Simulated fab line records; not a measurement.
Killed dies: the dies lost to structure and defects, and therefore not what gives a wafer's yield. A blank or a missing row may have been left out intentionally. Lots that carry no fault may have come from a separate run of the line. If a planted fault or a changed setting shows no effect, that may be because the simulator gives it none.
Which tool did it? | flow sky130 | 11 lots, 33 wafers sampled, at 5 steps of a route of 708

## WHAT THE GAUGES SHOWED, per wafer
SKY_LI_CONTACT_RS_MEAS_22: measurement is done with a four-point probe. Usual: for LI_CONTACT_W_RS the level is 0.2838 ohm/sq and the standard deviation is 0.0027.
lot  | measured     | on            | LI_CONTACT_W_RS (ohm/sq) | flag
L606 | day 30 09:29 | film_metro-04 | 0.2802 0.2783 0.2815     |
L611 | day 30 10:26 | film_metro-04 | 0.2871 0.2831 0.2798     |
L609 | day 30 10:55 | film_metro-02 | 0.2781 0.2864 0.2819     |
L612 | day 30 11:55 | film_metro-02 | 0.2804 0.2787 0.2834     |
L610 | day 30 11:56 | film_metro-04 | 0.2812 0.2849 0.2860     |
L614 | day 31 20:51 | film_metro-02 | 0.2815 0.2833 0.2863     |
L616 | day 32 07:44 | film_metro-03 | 0.2812 0.2855 0.2837     |
L627 | day 37 04:41 | film_metro-04 | 0.2855 0.2848 0.2878     |
L623 | day 37 04:59 | film_metro-02 | 0.2902 0.2856 0.2861     |
L626 | day 37 06:45 | film_metro-02 | 0.2873 0.2860 0.2872     |
L628 | day 37 07:36 | film_metro-04 | 0.2866 0.2819 0.2852     |

SKY_CONTACT_THK_MEAS_03. Usual: for CONTACT_HDPCVD_THK the level is 566 nm and the standard deviation is 5.6.
lot  | measured     | on            | CONTACT_HDPCVD_THK (nm) | flag
L606 | day 31 16:19 | film_metro-02 | 570 564 559             |
L611 | day 31 16:47 | film_metro-02 | 563 570 564             |
L609 | day 31 16:50 | film_metro-01 | 564 567 568             |
L612 | day 31 17:27 | film_metro-02 | 568 569 559             |
L610 | day 31 17:07 | film_metro-01 | 569 560 567             |
L614 | day 33 01:51 | film_metro-02 | 562 570 561             |
L616 | day 33 11:16 | film_metro-04 | 562 566 565             |
L627 | day 38 06:31 | film_metro-02 | 558 567 563             |
L623 | day 38 06:45 | film_metro-04 | 568 571 579             |
L626 | day 38 08:38 | film_metro-04 | 684 564 690             | OFF
L628 | day 38 09:58 | film_metro-04 | 561 565 683             | OFF

## EACH LOT AND THE TOOL THAT RAN IT (in order: tool; ch and the chambers of the sampled wafers; start)
lot  | SKY_LOCAL_INTERCONNECT_STRIP_15      | SKY_CONTACT_CVD_00              | SKY_CONTACT_HDPCVD_02
L606 | plasma_asher-01 ch 0,1, day 31 15:33 | pecvd-01 ch 0,1, day 31 16:08   | hdpcvd-02 ch 0,1,2, day 31 16:14
L611 | plasma_asher-02 ch 0,1, day 31 15:54 | pecvd-04 ch 1,2, day 31 16:35   | hdpcvd-01 ch 2, day 31 16:40
L609 | plasma_asher-01 ch 0,1, day 31 15:58 | pecvd-03 ch 0,1,2, day 31 16:38 | hdpcvd-02 ch 1,2, day 31 16:44
L612 | plasma_asher-01 ch 0,1, day 31 16:36 | pecvd-03 ch 0,2, day 31 17:11   | hdpcvd-01 ch 1, day 31 17:21
L610 | plasma_asher-01 ch 0,1, day 31 16:17 | pecvd-04 ch 0,1,2, day 31 16:54 | hdpcvd-02 ch 0,1,2, day 31 17:03
L614 | plasma_asher-02 ch 0,1, day 33 01:03 | pecvd-01 ch 0,2, day 33 01:40   | hdpcvd-01 ch 0,1,2, day 33 01:46
L616 | plasma_asher-02 ch 0,1, day 33 10:29 | pecvd-03 ch 0,1,2, day 33 11:04 | hdpcvd-01 ch 1,2, day 33 11:10
L627 | plasma_asher-01 ch 0,1, day 38 05:43 | pecvd-01 ch 1,2, day 38 06:20   | hdpcvd-01 ch 0,1, day 38 06:26
L623 | plasma_asher-02 ch 0,1, day 38 05:53 | pecvd-04 ch 0,1,2, day 38 06:34 | hdpcvd-02 ch 0,1,2, day 38 06:41
L626 | plasma_asher-02 ch 0,1, day 38 07:48 | pecvd-01 ch 0,1,2, day 38 08:28 | hdpcvd-02 ch 0,1, day 38 08:33
L628 | plasma_asher-01 ch 0,1, day 38 09:06 | pecvd-03 ch 1,2, day 38 09:47   | hdpcvd-02 ch 0,2, day 38 09:53
- SKY_LOCAL_INTERCONNECT_STRIP_15: strips in O2/N2.
- SKY_CONTACT_CVD_00: deposits Si3N4, target thk 75 nm.
- SKY_CONTACT_HDPCVD_02: deposits SiO2, target thk 565 nm, time 94.2 s.

## WHAT THE TOOLS THEMSELVES READ (means of the sampled wafers that have a number; where no wafer has one, the mark that the record gives instead)
SKY_LOCAL_INTERCONNECT_STRIP_15. Usual: chamber_pressure_mTorr 1500.0 mTorr, standard deviation 1.4; drypump_motor_current_A 5.4 A, standard deviation 0.42; oes_product_au 0.427 a.u., standard deviation 0.0043; strip_time_to_endpoint_s 4.732 s, standard deviation 0.021.
lot  | tool            | chamber_pressure_mTorr (mTorr) | drypump_motor_current_A (A) | oes_product_au (a.u.) | strip_time_to_endpoint_s (s) | flag
L606 | plasma_asher-01 | 1500.3                         | 5.5                         | 0.426                 | 4.726                        |
L611 | plasma_asher-02 | 1500.6                         | 5.4                         | 0.426                 | 4.729                        |
L609 | plasma_asher-01 | 1499.3                         | 5.1                         | 0.425                 | 4.689                        |
L612 | plasma_asher-01 | 1500.3                         | 5.5                         | 0.428                 | 4.716                        |
L610 | plasma_asher-01 | 1501.0                         | 5.2                         | 0.426                 | 4.735                        |
L614 | plasma_asher-02 | 1500.3                         | 5.4                         | 0.427                 | 4.766                        |
L616 | plasma_asher-02 | 1500.0                         | 5.4                         | 0.427                 | 4.722                        |
L627 | plasma_asher-01 | 1499.1                         | 5.5                         | 0.421                 | 4.714                        |
L623 | plasma_asher-02 | 1500.0                         | 5.4                         | 0.425                 | 4.709                        |
L626 | plasma_asher-02 | 1498.8                         | 5.5                         | 0.425                 | 4.724                        |
L628 | plasma_asher-01 | 1499.8                         | 5.1                         | 0.429                 | 4.728                        |

SKY_CONTACT_CVD_00. Usual: heater_power_w at 732 W, with a standard deviation of 110.
lot  | tool     | heater_power_w (W) | flag
L606 | pecvd-01 | 647                |
L611 | pecvd-04 | 786                |
L609 | pecvd-03 | 696                |
L612 | pecvd-03 | 692                |
L610 | pecvd-04 | 808                |
L614 | pecvd-01 | 798                |
L616 | pecvd-03 | 704                |
L627 | pecvd-01 | 587                |
L623 | pecvd-04 | 861                |
L626 | pecvd-01 | 649                |
L628 | pecvd-03 | 640                |

SKY_CONTACT_HDPCVD_02. Usual: sih4_flow_sccm at 60.02 sccm, with a standard deviation of 0.17.
lot  | tool      | sih4_flow_sccm (sccm) | flag
L606 | hdpcvd-02 | 59.86                 |
L611 | hdpcvd-01 | 60.04                 |
L609 | hdpcvd-02 | 59.99                 |
L612 | hdpcvd-01 | 60.31                 |
L610 | hdpcvd-02 | 60.13                 |
L614 | hdpcvd-01 | 60.03                 |
L616 | hdpcvd-01 | 60.00                 |
L627 | hdpcvd-01 | 60.08                 |
L623 | hdpcvd-02 | 60.06                 |
L626 | hdpcvd-02 | 67.94                 | OFF
L628 | hdpcvd-02 | 64.08                 | OFF

## THE ANSWER, worked out from the rows above alone
Rule: a lot counts as off when the mean over its wafers that have a number is more than 3 standard deviations away from the usual mean. A lot without any number at a reading at which 4 lots or more have one is off too. The other lots that the step has rows for count as sound. After the gauges, taken in route order, come the tools' own readings; for these a lot's mean is taken, as printed above. The first step at which some lot is off is used, and at that step the reading that is off furthest; a lot without a number counts as furthest.
Off: at SKY_CONTACT_THK_MEAS_03 (CONTACT_HDPCVD_THK), L626, L628.
A tool fits if, at a process step before that reading, it ran every lot that is off, and no sound lot after the first of them. The gauges at SKY_CONTACT_THK_MEAS_03 aren't tried: what is off there is off at SKY_CONTACT_HDPCVD_02 too, on other tools, and a gauge's error can't cause that. One fits: SKY_CONTACT_HDPCVD_02 on hdpcvd-02. A fault onset in the window from L623 (day 38 06:41, its last sound lot) to L626 (day 38 08:33, its first lot off) fits.
The tool's own readings at SKY_CONTACT_HDPCVD_02 bear it out: on the lots that are off they differ by more than 5 times the standard deviation of the sound lots' means. sih4_flow_sccm reads 66.01 sccm there against 60.06 sccm on the sound lots.

## WHAT THE SIMULATOR HAD PUT IN
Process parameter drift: hdpcvd-02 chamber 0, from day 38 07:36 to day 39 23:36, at SKY_CONTACT_HDPCVD_02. Setting sih4_flow_sccm, moved by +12, from 60. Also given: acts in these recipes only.
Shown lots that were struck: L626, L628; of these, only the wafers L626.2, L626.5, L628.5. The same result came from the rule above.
